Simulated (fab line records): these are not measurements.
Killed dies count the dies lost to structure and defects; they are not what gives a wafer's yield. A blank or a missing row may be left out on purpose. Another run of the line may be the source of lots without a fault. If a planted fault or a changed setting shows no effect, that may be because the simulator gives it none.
fab line records	flow sky130
record lots=24	wafers=72	last_day=50
route steps=708 shown SD_N@350 CONTACT@431 METAL2@486 CAPM@538 CAP2M@617 METAL5@666
lots that met no fault: taken from a fault-free run of the same line
start_h: hours from the record's first day to the start of the lot's first wafer shown	wait_h: hours since the lot's step before	" unchanged from the row above	L1.1+2: several wafers, shown together as one row	- value missing, or start not given	* or withheld: withheld	< > ~ a bound
route shown NAME@n: a module of which the file shows steps, and the number in the route of the first	usual: the fault-free wafers' mean and standard deviation	same: alike in all rows	chamber/n: place in a boat	sites: the reading at each site	_std_site: how widely they spread, as a standard deviation	_edge_site: the outer-site mean with the inner-site mean subtracted	radius_mm: how far each site lies from the wafer's centre	mask NAME#n: copy n	behind: tool/chamber where the wafer was last shaped	hold: why the lot went on hold/how many hours it stayed there/how the hold came to an end	device: the n, p or np transistor that did not switch	end of line: tests of these same wafers at the route's end	step lacking rows: just its recipe	killed: the dies lost at the first sort to structure and to defects; this is not the yield of the wafer	map: a wafer's dies, x killed, . not, _ none there
set.NAME: the run value of the setting; set.NAME@STEP: its run value at that earlier step	model.NAME: the simulator's own value behind a step, which no gauge read
one table for each step of the route and one row for each wafer, over a sample of lots
services: from which hour (start_h, from the record's first day; less than 0 if before it) a tool's chamber was out of use, for how many hours, and why
## steps
# step SKY_SD_N_OVL_MEAS_08
# usual SD_N_OVL=-0.3/1.3
lot.wafer	tool	chamber	start_h	wait_h	SD_N_OVL[nm]
L074.2	overlay-01	-	647.10	0.1	-0.5
L074.4	"	-	"	"	-0.8
L074.5	"	-	"	"	-0.7
L076.2	overlay-02	-	658.70	0.1	0.7
L076.4	"	-	"	"	-2.2
L076.5	"	-	"	"	-0.9
L075.2	overlay-02	-	660.58	0.1	0.3
L075.5	"	-	"	"	-0.1
L075.6	"	-	"	"	-0.4
L077.2	overlay-02	-	669.68	0.1	-3.0
L077.3	"	-	"	"	-2.8
L077.5	"	-	"	"	-2.4
L078.2	overlay-02	-	682.30	0.1	1.0
L078.4	"	-	"	"	0.5
L078.6	"	-	"	"	0.8
L079.1	overlay-01	-	682.43	0.1	0.5
L079.3	"	-	"	"	0.6
L079.6	"	-	"	"	1.8
L080.1	overlay-01	-	694.81	0.1	-0.4
L080.2	"	-	"	"	0.1
L080.5	"	-	"	"	0.7
L081.1	overlay-01	-	720.85	0.1	-2.1
L081.2	"	-	"	"	-1.5
L081.6	"	-	"	"	-1.0
L082.1	overlay-02	-	723.18	0.1	-1.4
L082.4	"	-	"	"	-1.0
L082.6	"	-	"	"	0.0
L083.4	overlay-01	-	733.15	0.1	-0.2
L083.5	"	-	"	"	-0.9
L083.6	"	-	"	"	-1.7
L084.2	overlay-02	-	747.68	0.1	0.7
L084.5	"	-	"	"	1.8
L084.6	"	-	"	"	1.3
L085.1	overlay-02	-	749.60	0.1	1.1
L085.2	"	-	"	"	0.9
L085.6	"	-	"	"	-0.5
L086.2	overlay-02	-	758.68	0.1	0.8
L086.5	"	-	"	"	-0.8
L086.6	"	-	"	"	0.2
L088.1	overlay-02	-	771.10	0.1	1.9
L088.5	"	-	"	"	1.5
L088.6	"	-	"	"	2.9
L087.2	overlay-02	-	771.58	0.1	0.9
L087.4	"	-	"	"	-0.6
L087.5	"	-	"	"	0.6
L089.1	overlay-01	-	778.98	0.1	-1.9
L089.2	"	-	"	"	0.0
L089.6	"	-	"	"	-0.8
L091.1	overlay-01	-	795.68	0.1	-0.6
L091.3	"	-	"	"	-0.9
L091.4	"	-	"	"	-1.2
L090.1	overlay-02	-	796.66	0.1	0.5
L090.4	"	-	"	"	-0.6
L090.6	"	-	"	"	-0.4
L093.1	overlay-01	-	803.51	0.1	2.1
L093.3	"	-	"	"	0.7
L093.5	"	-	"	"	-0.7
L092.3	overlay-01	-	807.73	0.1	-0.2
L092.4	"	-	"	"	0.7
L092.5	"	-	"	"	1.8
L094.1	overlay-02	-	807.75	0.1	-0.2
L094.5	"	-	"	"	-1.7
L094.6	"	-	"	"	-0.4
L095.3	overlay-01	-	814.56	0.1	-1.6
L095.4	"	-	"	"	-1.0
L095.5	"	-	"	"	-1.8
L096.2	overlay-02	-	824.98	0.1	-2.3
L096.3	"	-	"	"	-0.4
L096.4	"	-	"	"	-2.4
L097.1	overlay-01	-	825.81	0.1	1.0
L097.3	"	-	"	"	1.6
L097.5	"	-	"	"	0.9
# step SKY_CONTACT_RS_MEAS_25
# recipe thk_meas_gauge=four-point-probe	reads=W_of_CONTACT_CVD_24+TiN_of_CONTACT_SPUTTER_23
# usual CONTACT_W_RS=0.338/0.004
lot.wafer	tool	chamber	start_h	wait_h	CONTACT_W_RS[ohm/sq]
L074.2	film_metro-04	-	736.01	0.1	0.333
L074.4	"	-	"	"	0.332
L074.5	"	-	"	"	0.336
L076.2	film_metro-03	-	748.17	0.1	0.349
L076.4	"	-	"	"	0.337
L076.5	"	-	"	"	0.339
L075.2	film_metro-04	-	749.85	0.1	0.340
L075.5	"	-	"	"	0.336
L075.6	"	-	"	"	0.344
L077.2	film_metro-03	-	759.43	0.1	0.335
L077.3	"	-	"	"	0.333
L077.5	"	-	"	"	0.333
L078.2	film_metro-03	-	770.25	0.1	0.337
L078.4	"	-	"	"	0.335
L078.6	"	-	"	"	0.344
L079.1	film_metro-03	-	771.74	0.1	0.335
L079.3	"	-	"	"	0.332
L079.6	"	-	"	"	0.335
L080.1	film_metro-03	-	782.18	0.1	0.337
L080.2	"	-	"	"	0.334
L080.5	"	-	"	"	0.333
L081.1	film_metro-01	-	807.58	0.1	0.337
L081.2	"	-	"	"	0.339
L081.6	"	-	"	"	0.337
L082.1	film_metro-01	-	809.08	0.1	0.333
L082.4	"	-	"	"	0.338
L082.6	"	-	"	"	0.337
L083.4	film_metro-01	-	818.47	0.1	0.337
L083.5	"	-	"	"	0.338
L083.6	"	-	"	"	0.335
L084.2	film_metro-03	-	832.96	0.1	0.342
L084.5	"	-	"	"	0.348
L084.6	"	-	"	"	0.339
L085.1	film_metro-03	-	835.49	0.1	0.338
L085.2	"	-	"	"	0.329
L085.6	"	-	"	"	0.335
L086.2	film_metro-03	-	842.35	0.1	0.343
L086.5	"	-	"	"	0.336
L086.6	"	-	"	"	0.342
L088.1	film_metro-04	-	855.19	0.1	0.341
L088.5	"	-	"	"	0.341
L088.6	"	-	"	"	0.341
L087.2	film_metro-03	-	855.80	0.1	0.342
L087.4	"	-	"	"	0.339
L087.5	"	-	"	"	0.336
L089.1	film_metro-01	-	863.24	0.1	0.336
L089.2	"	-	"	"	0.340
L089.6	"	-	"	"	0.338
L091.1	film_metro-03	-	879.35	0.1	0.339
L091.3	"	-	"	"	0.339
L091.4	"	-	"	"	0.343
L090.1	film_metro-01	-	880.28	0.1	0.341
L090.4	"	-	"	"	0.339
L090.6	"	-	"	"	0.338
L093.1	film_metro-01	-	885.54	0.1	0.343
L093.3	"	-	"	"	0.340
L093.5	"	-	"	"	0.340
L092.3	film_metro-03	-	891.64	0.1	0.338
L092.4	"	-	"	"	0.336
L092.5	"	-	"	"	0.340
L094.1	film_metro-03	-	891.95	0.1	0.337
L094.5	"	-	"	"	0.339
L094.6	"	-	"	"	0.341
L095.3	film_metro-04	-	897.94	0.1	0.340
L095.4	"	-	"	"	0.341
L095.5	"	-	"	"	0.341
L096.2	film_metro-01	-	907.89	0.1	0.332
L096.3	"	-	"	"	0.337
L096.4	"	-	"	"	0.332
L097.1	film_metro-03	-	909.28	0.1	0.339
L097.3	"	-	"	"	0.342
L097.5	"	-	"	"	0.337
# step SKY_METAL2_SPUTTER_03
# recipe material=Ti	target_thk_nm=5	power_w=3000	time_s=3.3	chamber_pressure_pa=0.4
# usual throttle_valve_pct=29.7/0.54
lot.wafer	tool	chamber	start_h	wait_h	throttle_valve_pct
L074.2	pvd_sputter-01	-	792.45	0.0	29.6
L074.4	"	-	"	"	29.2
L074.5	"	-	"	"	29.3
L076.2	pvd_sputter-03	-	805.13	0.0	29.2
L076.4	"	-	"	"	30.9
L076.5	"	-	"	"	29.7
L075.2	pvd_sputter-01	-	806.74	0.0	29.3
L075.5	"	-	"	"	29.9
L075.6	"	-	"	"	30.2
L077.2	pvd_sputter-03	-	815.25	0.0	29.2
L077.3	"	-	"	"	29.8
L077.5	"	-	"	"	30.6
L078.2	pvd_sputter-02	-	826.22	0.0	29.6
L078.4	"	-	"	"	29.2
L078.6	"	-	"	"	29.3
L079.1	pvd_sputter-02	-	827.71	0.0	28.7
L079.3	"	-	"	"	29.2
L079.6	"	-	"	"	29.5
L080.1	pvd_sputter-03	-	838.58	0.0	30.8
L080.2	"	-	"	"	29.1
L080.5	"	-	"	"	29.0
L081.1	pvd_sputter-01	-	863.29	0.0	30.0
L081.2	"	-	"	"	29.4
L081.6	"	-	"	"	29.8
L082.1	pvd_sputter-03	-	865.10	0.0	29.0
L082.4	"	-	"	"	30.8
L082.6	"	-	"	"	30.6
L083.4	pvd_sputter-03	-	872.41	0.0	31.0
L083.5	"	-	"	"	29.4
L083.6	"	-	"	"	29.2
L084.2	pvd_sputter-02	-	888.10	0.0	30.0
L084.5	"	-	"	"	29.9
L084.6	"	-	"	"	29.0
L085.1	pvd_sputter-01	-	891.31	0.0	30.2
L085.2	"	-	"	"	29.8
L085.6	"	-	"	"	30.2
L086.2	pvd_sputter-03	-	898.31	0.0	31.0
L086.5	"	-	"	"	29.8
L086.6	"	-	"	"	28.7
L088.1	pvd_sputter-03	-	911.32	0.0	29.5
L088.5	"	-	"	"	29.0
L088.6	"	-	"	"	29.4
L087.2	pvd_sputter-01	-	911.70	0.0	30.2
L087.4	"	-	"	"	29.3
L087.5	"	-	"	"	28.9
L089.1	pvd_sputter-01	-	918.97	0.0	30.0
L089.2	"	-	"	"	30.1
L089.6	"	-	"	"	30.2
L091.1	pvd_sputter-03	-	931.50	0.0	30.0
L091.3	"	-	"	"	29.1
L091.4	"	-	"	"	30.8
L090.1	pvd_sputter-01	-	933.13	0.0	29.1
L090.4	"	-	"	"	30.2
L090.6	"	-	"	"	29.5
L093.1	pvd_sputter-01	-	940.18	0.0	29.1
L093.3	"	-	"	"	30.0
L093.5	"	-	"	"	30.3
L092.3	pvd_sputter-01	-	945.25	0.0	30.2
L092.4	"	-	"	"	29.8
L092.5	"	-	"	"	30.1
L094.1	pvd_sputter-03	-	945.36	0.0	28.8
L094.5	"	-	"	"	29.2
L094.6	"	-	"	"	29.3
L095.3	pvd_sputter-01	-	951.41	0.0	30.1
L095.4	"	-	"	"	29.5
L095.5	"	-	"	"	29.9
L096.2	pvd_sputter-03	-	960.13	0.0	30.8
L096.3	"	-	"	"	29.7
L096.4	"	-	"	"	29.4
L097.1	pvd_sputter-01	-	962.25	0.0	29.9
L097.3	"	-	"	"	29.2
L097.5	"	-	"	"	29.4
# step SKY_CAPM_THK_MEAS_01
# recipe reads=SiO2_of_CAPM_CVD_00
# usual CAPM_CVD_00_THK=15.45/0.22
lot.wafer	tool	chamber	start_h	wait_h	CAPM_CVD_00_THK[nm]
L074.2	film_metro-04	-	847.03	-	15.10
L074.4	"	-	"	"	15.58
L074.5	"	-	"	"	15.62
L076.2	film_metro-03	-	859.20	-	15.24
L076.4	"	-	"	"	15.80
L076.5	"	-	"	"	15.71
L075.2	film_metro-03	-	861.82	-	15.32
L075.5	"	-	"	"	15.38
L075.6	"	-	"	"	15.37
L077.2	film_metro-04	-	869.90	-	15.34
L077.3	"	-	"	"	15.21
L077.5	"	-	"	"	15.68
L078.2	film_metro-03	-	881.32	-	15.26
L078.4	"	-	"	"	15.67
L078.6	"	-	"	"	15.62
L079.1	film_metro-02	-	882.80	-	15.40
L079.3	"	-	"	"	15.42
L079.6	"	-	"	"	15.60
L080.1	film_metro-02	-	893.57	-	15.56
L080.2	"	-	"	"	15.19
L080.5	"	-	"	"	15.88
L081.1	film_metro-04	-	918.47	-	15.69
L081.2	"	-	"	"	15.46
L081.6	"	-	"	"	15.91
L082.1	film_metro-04	-	920.30	-	15.42
L082.4	"	-	"	"	15.60
L082.6	"	-	"	"	15.39
L083.4	film_metro-04	-	926.40	-	15.60
L083.5	"	-	"	"	15.42
L083.6	"	-	"	"	15.60
L084.2	film_metro-02	-	941.37	-	15.49
L084.5	"	-	"	"	15.72
L084.6	"	-	"	"	15.78
L085.1	film_metro-03	-	943.86	-	15.42
L085.2	"	-	"	"	15.36
L085.6	"	-	"	"	15.58
L086.2	film_metro-03	-	950.40	-	15.15
L086.5	"	-	"	"	15.57
L086.6	"	-	"	"	15.60
L088.1	film_metro-04	-	963.01	-	15.21
L088.5	"	-	"	"	15.48
L088.6	"	-	"	"	15.67
L087.2	film_metro-04	-	963.45	-	15.12
L087.4	"	-	"	"	15.45
L087.5	"	-	"	"	15.29
L089.1	film_metro-04	-	970.38	-	15.24
L089.2	"	-	"	"	15.07
L089.6	"	-	"	"	15.41
L091.1	film_metro-03	-	982.21	-	14.98
L091.3	"	-	"	"	15.06
L091.4	"	-	"	"	15.06
L090.1	film_metro-02	-	982.99	-	15.36
L090.4	"	-	"	"	15.81
L090.6	"	-	"	"	15.61
L093.1	film_metro-02	-	991.69	-	15.23
L093.3	"	-	"	"	15.26
L093.5	"	-	"	"	15.29
L092.3	film_metro-03	-	995.47	-	15.06
L092.4	"	-	"	"	15.18
L092.5	"	-	"	"	15.46
L094.1	film_metro-03	-	996.31	-	15.31
L094.5	"	-	"	"	15.56
L094.6	"	-	"	"	15.54
L095.3	film_metro-02	-	1002.46	-	15.49
L095.4	"	-	"	"	15.80
L095.5	"	-	"	"	15.51
L096.2	film_metro-03	-	1009.60	-	15.26
L096.3	"	-	"	"	15.35
L096.4	"	-	"	"	15.49
L097.1	film_metro-03	-	1011.38	-	15.23
L097.3	"	-	"	"	15.19
L097.5	"	-	"	"	15.61
# step SKY_CAP2M_STRIP_14
# recipe chemistry=O2/N2	power_w=1400	pressure_mtorr=1500	platen_temp_c=withheld	o2_flow_sccm=3000	n2_flow_sccm=300	overash_fraction=0.5
# usual drypump_motor_current_A=5.7/0.61	oes_product_au=0.710/0.004	strip_time_to_endpoint_s=12.65/0.047
lot.wafer	tool	chamber	start_h	wait_h	drypump_motor_current_A	oes_product_au	rf_hours_counter_h	strip_time_to_endpoint_s
L074.2	plasma_asher-01	0	952.55	0.1	6.4	0.710	21	12.69
L074.4	"	1	"	"	5.0	0.709	-	12.70
L074.5	"	1	"	"	5.0	0.710	-	12.68
L076.2	plasma_asher-02	0	962.36	0.1	6.3	0.705	51	12.59
L076.4	"	0	"	"	6.3	0.704	-	12.61
L076.5	"	0	"	"	6.3	0.711	-	12.60
L075.2	plasma_asher-01	1	966.02	0.1	5.0	0.713	22	12.64
L075.5	"	1	"	"	5.0	0.716	-	12.64
L075.6	"	0	"	"	6.4	0.708	-	12.61
L077.2	plasma_asher-01	0	972.54	0.1	6.4	0.709	24	12.63
L077.3	"	0	"	"	6.4	0.706	-	12.62
L077.5	"	1	"	"	5.0	0.709	-	12.65
L078.2	plasma_asher-01	0	982.88	0.1	6.4	0.711	25	12.60
L078.4	"	0	"	"	6.4	0.704	-	12.63
L078.6	"	0	"	"	6.4	0.709	-	12.62
L079.1	plasma_asher-01	0	985.05	0.1	6.4	0.709	25	12.67
L079.3	"	1	"	"	5.0	0.713	-	12.67
L079.6	"	0	"	"	6.4	0.710	-	12.65
L080.1	plasma_asher-02	0	993.52	0.1	6.3	0.709	52	12.65
L080.2	"	1	"	"	5.4	0.708	52	12.65
L080.5	"	0	"	"	6.3	0.709	-	12.65
L081.1	plasma_asher-04	1	1016.86	0.1	5.0	0.708	122	12.66
L081.2	"	0	"	"	5.9	0.713	122	12.61
L081.6	"	0	"	"	5.9	0.709	-	12.69
L082.1	plasma_asher-04	1	1018.91	0.1	5.0	0.708	122	12.76
L082.4	"	0	"	"	5.9	0.702	-	12.70
L082.6	"	1	"	"	5.0	0.716	-	12.75
L083.4	plasma_asher-04	0	1024.80	0.1	5.9	0.712	-	12.60
L083.5	"	1	"	"	5.0	0.701	-	12.55
L083.6	"	0	"	"	5.9	0.713	-	12.55
L084.2	plasma_asher-01	1	1038.85	0.1	5.0	0.713	30	12.63
L084.5	"	0	"	"	6.4	0.712	-	12.64
L084.6	"	1	"	"	5.0	0.704	-	12.61
L085.1	plasma_asher-01	0	1040.46	0.1	6.4	0.716	30	12.76
L085.2	"	1	"	"	5.0	0.715	30	12.68
L085.6	"	0	"	"	6.4	0.709	-	12.68
L086.2	plasma_asher-04	0	1047.09	0.1	5.9	0.715	125	12.64
L086.5	"	1	"	"	5.0	0.713	-	12.61
L086.6	"	0	"	"	5.9	0.710	-	12.60
L088.1	plasma_asher-02	1	1057.30	0.1	5.4	0.708	58	12.65
L088.5	"	1	"	"	5.4	0.706	-	12.64
L088.6	"	0	"	"	6.3	0.709	-	12.64
L087.2	plasma_asher-01	0	1057.60	0.1	6.4	0.711	32	12.70
L087.4	"	1	"	"	5.0	0.710	-	12.66
L087.5	"	1	"	"	5.0	0.718	-	12.67
L089.1	plasma_asher-02	0	1062.26	0.1	6.3	0.705	59	12.63
L089.2	"	1	"	"	5.4	0.707	59	12.63
L089.6	"	0	"	"	6.3	0.715	-	12.60
L091.1	plasma_asher-02	0	1074.24	0.1	6.3	0.712	60	12.65
L091.3	"	0	"	"	6.3	0.708	-	12.70
L091.4	"	1	"	"	5.4	0.713	-	12.69
L090.1	plasma_asher-04	0	1076.45	0.1	5.9	0.712	1	12.68
L090.4	"	1	"	"	5.0	0.707	-	12.66
L090.6	"	0	"	"	5.9	0.716	-	12.63
L093.1	plasma_asher-04	0	1082.88	0.1	5.9	0.709	2	12.68
L093.3	"	0	"	"	5.9	0.717	-	12.70
L093.5	"	0	"	"	5.9	0.717	-	12.64
L092.3	plasma_asher-02	0	1087.36	0.1	6.3	0.714	-	12.73
L092.4	"	1	"	"	5.5	0.710	-	12.74
L092.5	"	1	"	"	5.4	0.706	-	12.71
L094.1	plasma_asher-01	1	1087.97	0.1	5.0	0.706	35	12.57
L094.5	"	0	"	"	6.4	0.707	-	12.64
L094.6	"	1	"	"	5.0	0.708	-	12.60
L095.3	plasma_asher-01	0	1093.58	0.1	6.4	0.707	-	12.68
L095.4	"	1	"	"	5.0	0.709	-	12.62
L095.5	"	0	"	"	6.4	0.708	-	12.60
L096.2	plasma_asher-01	0	1099.28	0.1	6.4	0.707	36	12.64
L096.3	"	1	"	"	5.0	0.718	-	12.65
L096.4	"	0	"	"	6.4	0.714	-	12.64
L097.1	plasma_asher-01	1	1100.41	0.1	5.0	0.712	37	12.61
L097.3	"	1	"	"	5.0	0.713	-	12.62
L097.5	"	1	"	"	5.0	0.709	-	12.62
# step SKY_METAL5_RS_MEAS_05
# recipe thk_meas_gauge=four-point-probe	reads=TiN_of_METAL5_SPUTTER_04+Ti_of_METAL5_SPUTTER_03+AlCu_of_METAL5_SPUTTER_02+TiN_of_METAL5_SPUTTER_01+Ti_of_METAL5_SPUTTER_00
# usual METAL5_ALCU_RS=0.0271/0.00031
lot.wafer	tool	chamber	start_h	wait_h	METAL5_ALCU_RS[ohm/sq]
L074.2	film_metro-03	-	1003.16	0.0	0.0268
L074.4	"	-	"	"	0.0269
L074.5	"	-	"	"	0.0267
L076.2	film_metro-03	-	1012.30	0.0	0.0270
L076.4	"	-	"	"	0.0267
L076.5	"	-	"	"	0.0268
L075.2	film_metro-03	-	1016.49	0.0	0.0273
L075.5	"	-	"	"	0.0270
L075.6	"	-	"	"	0.0275
L077.2	film_metro-02	-	1022.00	0.0	0.0272
L077.3	"	-	"	"	0.0272
L077.5	"	-	"	"	0.0269
L078.2	film_metro-02	-	1032.93	0.0	0.0273
L078.4	"	-	"	"	0.0272
L078.6	"	-	"	"	0.0274
L079.1	film_metro-04	-	1033.48	0.0	0.0268
L079.3	"	-	"	"	0.0267
L079.6	"	-	"	"	0.0270
L080.1	film_metro-03	-	1042.14	0.0	0.0272
L080.2	"	-	"	"	0.0270
L080.5	"	-	"	"	0.0266
L081.1	film_metro-02	-	1065.06	0.0	0.0270
L081.2	"	-	"	"	0.0268
L081.6	"	-	"	"	0.0268
L082.1	film_metro-04	-	1066.24	0.0	0.0272
L082.4	"	-	"	"	0.0269
L082.6	"	-	"	"	0.0269
L083.4	film_metro-03	-	1073.20	0.1	0.0271
L083.5	"	-	"	"	0.0270
L083.6	"	-	"	"	0.0268
L084.2	film_metro-04	-	1084.87	0.0	0.0272
L084.5	"	-	"	"	0.0269
L084.6	"	-	"	"	0.0270
L085.1	film_metro-02	-	1086.07	0.0	0.0273
L085.2	"	-	"	"	0.0272
L085.6	"	-	"	"	0.0275
L086.2	film_metro-03	-	1092.53	0.0	0.0269
L086.5	"	-	"	"	0.0269
L086.6	"	-	"	"	0.0269
L088.1	film_metro-02	-	1101.31	0.0	0.0270
L088.5	"	-	"	"	0.0273
L088.6	"	-	"	"	0.0271
L087.2	film_metro-04	-	1102.27	0.0	0.0268
L087.4	"	-	"	"	0.0266
L087.5	"	-	"	"	0.0268
L089.1	film_metro-04	-	1106.92	0.0	0.0269
L089.2	"	-	"	"	0.0268
L089.6	"	-	"	"	0.0268
L091.1	film_metro-03	-	1117.96	0.0	0.0273
L091.3	"	-	"	"	0.0272
L091.4	"	-	"	"	0.0268
L090.1	film_metro-02	-	1120.42	0.0	0.0268
L090.4	"	-	"	"	0.0270
L090.6	"	-	"	"	0.0270
L093.1	film_metro-04	-	1126.62	0.0	0.0274
L093.3	"	-	"	"	0.0273
L093.5	"	-	"	"	0.0271
L092.3	film_metro-02	-	1130.04	0.1	0.0274
L092.4	"	-	"	"	0.0271
L092.5	"	-	"	"	0.0275
L094.1	film_metro-04	-	1131.55	0.0	0.0270
L094.5	"	-	"	"	0.0273
L094.6	"	-	"	"	0.0275
L095.3	film_metro-04	-	1136.89	0.1	0.0278
L095.4	"	-	"	"	0.0279
L095.5	"	-	"	"	0.0277
L096.2	film_metro-04	-	1140.87	0.0	0.0276
L096.3	"	-	"	"	0.0278
L096.4	"	-	"	"	0.0277
L097.1	film_metro-03	-	1142.14	0.0	0.0265
L097.3	"	-	"	"	0.0265
L097.5	"	-	"	"	0.0266
## services
tool	chamber	start_h	hours	kind
pvd_sputter-03	-	848.06	4.5	repair
pvd_sputter-03	-	868.07	4.1	repair
pvd_sputter-01	1	940.25	-	consumable_replace:kit
pvd_sputter-01	1	940.25	18.0	scheduled_down
pvd_sputter-01	1	940.25	18.0	vent_cycle
plasma_asher-02	-	967.12	12.5	repair
pvd_sputter-01	-	974.42	0.8	repair
plasma_asher-02	-	979.59	2.8	pm
plasma_asher-02	-	1009.30	3.3	repair
plasma_asher-01	-	1015.56	2.1	repair
pvd_sputter-01	0	1019.69	-	consumable_replace:kit
pvd_sputter-01	0	1019.69	18.0	scheduled_down
pvd_sputter-01	0	1019.69	18.0	vent_cycle
plasma_asher-01	-	1045.97	1.5	repair
plasma_asher-04	-	1055.25	9.0	pm
plasma_asher-04	0	1055.25	9.0	vent_cycle
plasma_asher-04	1	1055.25	9.0	vent_cycle
pvd_sputter-03	1	1078.82	-	consumable_replace:kit
pvd_sputter-03	1	1078.82	18.0	scheduled_down
pvd_sputter-03	1	1078.82	18.0	vent_cycle
pvd_sputter-01	3	1092.15	-	consumable_replace:kit
pvd_sputter-01	3	1092.15	18.0	scheduled_down
pvd_sputter-01	3	1092.15	18.0	vent_cycle
pvd_sputter-03	-	1097.06	10.1	repair
## key
fault none
